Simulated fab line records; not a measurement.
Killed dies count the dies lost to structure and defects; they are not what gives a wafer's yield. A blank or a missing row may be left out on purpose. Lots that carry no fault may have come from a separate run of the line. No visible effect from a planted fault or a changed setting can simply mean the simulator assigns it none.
One fault through the eyes of 2 desks || flow sky130 || each desk has only its own numbers; what lay behind them comes last

## THE METROLOGY DESK
What the gauges read for every lot (on any tool): the sampled wafers with a number, averaged. A lot is out of limits, marked OUT, if its mean lies more than 4 standard deviations from the usual mean; the brackets give that distance.
Columns: A = VIA4_W_RS at SKY_VIA4_RS_MEAS_19, usual 0.2270 ohm/sq
{"lot": "L984", "first seen here": "day 43 11:53", "A": 0.2270}
{"lot": "L986", "first seen here": "day 44 05:08", "A": 0.2269}
{"lot": "L987", "first seen here": "day 44 08:43", "A": 0.2281}
{"lot": "L988", "first seen here": "day 44 10:38", "A": 0.2291}
{"lot": "L990", "first seen here": "day 44 20:12", "A": 0.2275}
{"lot": "L989", "first seen here": "day 44 22:31", "A": 0.2274}
{"lot": "L994", "first seen here": "day 46 01:45", "A": 0.2243}
{"lot": "L995", "first seen here": "day 46 07:28", "A": 0.2253}
{"lot": "L996", "first seen here": "day 46 11:45", "A": 0.2262}
{"lot": "L998", "first seen here": "day 46 22:55", "A": 0.2242}
{"lot": "L999", "first seen here": "day 47 08:47", "A": 0.2247}
{"lot": "L104", "first seen here": "day 48 08:11", "A": 0.2277}
{"lot": "L106", "first seen here": "day 48 18:29", "A": 0.2278}
Finding of this desk: none of the 13 lots has anything out of limits.

## AT THE TOOL OWNER'S DESK: plasma-asher-02
The tool's own readings at SKY_FIELD_ISO_STRIP_16 (strips in O2/N2): means of the sampled wafers that have a number, for each lot that ran on this tool. A lot is out of limits, marked OUT, if its mean lies more than 4 standard deviations from the usual mean; the brackets give that distance.
Columns: A = drypump-motor-current-A at SKY_FIELD_ISO_STRIP_16, usual 5.6 A; B = oes-product-au at SKY_FIELD_ISO_STRIP_16, usual 0.377 a.u.; C = strip-time-to-endpoint-s at SKY_FIELD_ISO_STRIP_16, usual 3.53 s
{"lot": "L984", "first seen here": "day 2 10:08", "A": 5.2, "B": 0.374, "C": 3.48}
{"lot": "L986", "first seen here": "day 2 20:14", "A": 5.4, "B": 0.375, "C": 3.56}
{"lot": "L988", "first seen here": "day 3 09:24", "A": 5.6, "B": 0.379, "C": 3.54}
{"lot": "L990", "first seen here": "day 3 18:22", "A": 5.4, "B": 0.377, "C": 3.54}
{"lot": "L989", "first seen here": "day 3 18:54", "A": 5.4, "B": 0.371, "C": 3.52}
Finding of this desk: none of the 5 lots has anything out of limits.

## PUT TOGETHER
The metrology desk saw nothing out of limits.
The tool owner's desk saw nothing out of limits.

## WHAT THE SIMULATOR HAD INSERTED
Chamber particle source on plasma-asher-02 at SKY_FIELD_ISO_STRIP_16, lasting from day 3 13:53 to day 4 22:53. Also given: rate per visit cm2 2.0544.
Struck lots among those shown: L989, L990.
